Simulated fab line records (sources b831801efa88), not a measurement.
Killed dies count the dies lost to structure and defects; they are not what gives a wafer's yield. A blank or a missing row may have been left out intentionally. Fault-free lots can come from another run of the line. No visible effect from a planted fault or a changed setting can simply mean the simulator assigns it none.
A lot that was struck, set against a sound lot -- flow sky130 -- 17 out of 708 route steps
Sound: wafers L495.1, L495.3, L495.5. Wafers struck: L499.1, L499.3, L499.4. The cause is given at the end.
Per side, at each step with rows, come the tool, then ch with its chambers, and then its first start. Under that, the readings that differ: sound wafers -- struck wafers -- difference of the means -- sigmas: that difference in standard deviations of wafers without a fault.
alike: readings with means less than 2 such deviations apart, plus words and numbers identical on both sides. not compared: withheld readings, readings lacking a value on some wafer, bounds such as >300 that could conceal the same value, and numbers that have no deviation in the record and whose values overlap.
A row with sigmas, a row that says differs or no value, or rows on one side alone: a step with any of these is where the two part. Numbers that have no deviation but don't overlap get no sigmas and don't part them. Lack of a reading on every wafer of one side parts them only where that side has two or more wafers.

SKY_VT_ADJUST_LVTN_OVL_MEAS_07:
  struck on overlay-02, day 11 02:16; sound on overlay-02, day 9 10:17
  alike: VT_ADJUST_LVTN_OVL
then, 1 step without rows for these wafers: SKY_VT_ADJUST_LVTN_IMPLANT_08.
SKY_VT_ADJUST_LVTN_STRIP_09: strips in O2/N2.
  sound on plasmaAsher-03 ch 0,1, day 9 10:28; struck on plasmaAsher-02 ch 0,1, day 11 02:27
  alike: chamberPressureMTorr, drypumpMotorCurrentA, oesProductAu, stripTimeToEndpointS
  not compared: rfHoursCounterH
SKY_VT_ADJUST_LVTN_TW_MEAS_10:
  struck on filmMetro-01, day 11 02:33; sound on filmMetro-03, day 9 10:34
  alike: VT_ADJUST_LVTN_TW
then, 7 steps without rows for these wafers: SKY_VT_ADJUST_LVTN_DEHYDRATE_11 (time 60 s); SKY_VT_ADJUST_LVTN_HMDS_12 (prime time 60 s); SKY_VT_ADJUST_LVTN_COAT_13 (resist thk 1140 nm); SKY_VT_ADJUST_LVTN_SOFTBAKE_14 (time 60 s); SKY_VT_ADJUST_LVTN_EXPOSE_15 (exposes mask HVN STD DERIVED, target cd 600 nm); SKY_VT_ADJUST_LVTN_PEB_16; SKY_VT_ADJUST_LVTN_DEVELOP_17 (develop time 60 s).
SKY_VT_ADJUST_LVTN_OVL_MEAS_18:
  struck on overlay-01, day 12 01:46; sound on overlay-01, day 10 08:40
reading,sound,struck,difference,sigmas
VT_ADJUST_LVTN_01_OVL (nm),-1.3 -2.8 -1.2,3.3 1.7 0.8,+3.7,+2
SKY_VT_ADJUST_LVTN_IMPLANT_19:
  sound on implanter-03 ch 0, day 10 08:42; struck on implanter-04 ch 0, day 12 01:48
reading,sound,struck,difference,sigmas
doseIonsCm2,6.493e+11 6.499e+11 6.498e+11,4.585e+11 4.588e+11 4.582e+11,-1.912e+11,-99 or more
faradayCurrentUA,3.75 3.65 3.66,2.50 2.66 2.60,-1.10,-14
SKY_VT_ADJUST_LVTN_STRIP_20: strips in O2/N2.
  sound on plasmaAsher-01 ch 0,1, day 10 08:51; struck on plasmaAsher-02 ch 0,1, day 12 01:57
  alike: chamberPressureMTorr, drypumpMotorCurrentA, oesProductAu, stripTimeToEndpointS
  not compared: rfHoursCounterH
SKY_VT_ADJUST_LVTN_TW_MEAS_21:
  struck on filmMetro-02, day 12 02:03; sound on filmMetro-03, day 10 08:57
reading,sound,struck,difference,sigmas
VT_ADJUST_LVTN_2_TW,188.1 188.0 188.5,172.0 172.0 171.7,-16.3,-20
then, 1 step without rows for these wafers: SKY_VT_ADJUST_NCORE_DEHYDRATE_00 (time 60 s).
-- the record jumps here: 37 days lie between the struck wafers' starts before and after (it left off in module VT_ADJUST_NCORE and takes up again in module PAD_OPEN, whose first step shown is number 708 of the route) --
SKY_PAD_OPEN_PROBE_99:
  struck on prober-01, day 49 01:10; sound on prober-02, day 47 21:41
reading,sound,struck,difference,sigmas
model.etest.resPwellUnderGate.rsOhmSq,2266 2263 2278,2318 2334 2322,+56,
model.etest.nfetG5v0d10v5.bodyRiseV (V),0.6814 0.6825 0.685,0.6325 0.6311 0.6357,-0.0499,
model.etest.nfet_16v.bodyRiseV (V),0.673 0.6734 0.6751,0.6252 0.6235 0.6283,-0.0482,
model.etest.nfetG5v0d10v5.vtSatV (V),0.7675 0.7735 0.7687,0.7344 0.7251 0.7393,-0.0370,
model.etest.nfetG5v0d10v5.vtV (V),0.8238 0.8254 0.8258,0.7974 0.7894 0.8031,-0.0284,
model.etest.nfet_16v.vtV (V),0.7675 0.7675 0.7735,0.741 0.7382 0.751,-0.026,
model.etest.nfetG5v0d10v5.vtLongV (V),0.8115 0.8144 0.8171,0.7879 0.783 0.7934,-0.0262,
  alike: killed_at_M0_to_M3, killed_at_M4_up, killedAtContacts, killedAtFrontEnd, killedAtOther, killedDies, killedOpen, killedShort

WHERE THEY PART
At SKY_VT_ADJUST_LVTN_OVL_MEAS_18 first; at SKY_VT_ADJUST_LVTN_TW_MEAS_21 last (within this record only). Later steps at which nothing parts them and some readings are alike: SKY_PAD_OPEN_PROBE_99.

WHY: the cause the simulator had injected
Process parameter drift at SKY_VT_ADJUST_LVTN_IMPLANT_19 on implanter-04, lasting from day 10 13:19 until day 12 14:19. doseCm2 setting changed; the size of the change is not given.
